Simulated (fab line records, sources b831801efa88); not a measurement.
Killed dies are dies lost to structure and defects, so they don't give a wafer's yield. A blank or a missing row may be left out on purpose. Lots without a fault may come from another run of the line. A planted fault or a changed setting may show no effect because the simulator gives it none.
One fault seen from 2 desks | flow sfq_line | each desk has only its own numbers; what lay behind them comes last

THE METROLOGY DESK
What the gauges read, lot by lot, whatever tool the lot ran on: means of the sampled wafers that have a number. A lot is out of limits, marked OUT, if its mean lies more than 4 standard deviations from the usual mean; the brackets give that distance.
Columns: A = R5_MONX_RS at SFQ_R5_RS_MEAS_933, usual 7.03 ohm/sq
lot  | first seen here | A
L595 | day 65 11:10    | 7.02
L597 | day 70 06:52    | 7.17
L598 | day 70 09:37    | 7.02
L599 | day 70 10:28    | 6.96
L604 | day 70 21:51    | 7.01
L605 | day 70 23:40    | 6.93
L608 | day 71 06:19    | 7.02
L611 | day 74 19:22    | 7.02
L612 | day 75 08:02    | 6.98
L614 | day 76 03:19    | 7.06
L615 | day 76 11:22    | 7.02
L616 | day 76 14:50    | 7.04
L618 | day 76 18:44    | 7.16
This desk's finding: nothing out of limits on any of the 13 lots.

THE TOOL OWNER'S DESK: pvd_sputter-04
The tool's own readings at SFQ_TRILAYER_R5_DEP_SPUTTER_133 (material MoNx, target thk 40 nm, time 66.7 s): means of the sampled wafers that have a number, for each lot that ran on this tool. A lot is out of limits, marked OUT, if its mean lies more than 4 standard deviations from the usual mean; the brackets give that distance.
Columns: A = base_pressure_pa at SFQ_TRILAYER_R5_DEP_SPUTTER_133, usual 1.34e-06 Pa; B = throttle_valve_pct at SFQ_TRILAYER_R5_DEP_SPUTTER_133, usual 29.7 %
lot  | first seen here | A        | B
L597 | day 70 06:47    | 1.39e-06 | 29.4
L599 | day 70 10:23    | 1.36e-06 | 29.1
L608 | day 71 06:11    | 1.38e-06 | 30.1
L615 | day 76 11:18    | 1.36e-06 | 29.5
L618 | day 76 18:40    | 1.32e-06 | 29.5
This desk's finding: nothing out of limits on any of the 5 lots.

PUT TOGETHER
The metrology desk saw nothing out of limits.
The tool owner's desk saw nothing out of limits.

WHAT THE SIMULATOR HAD PUT IN
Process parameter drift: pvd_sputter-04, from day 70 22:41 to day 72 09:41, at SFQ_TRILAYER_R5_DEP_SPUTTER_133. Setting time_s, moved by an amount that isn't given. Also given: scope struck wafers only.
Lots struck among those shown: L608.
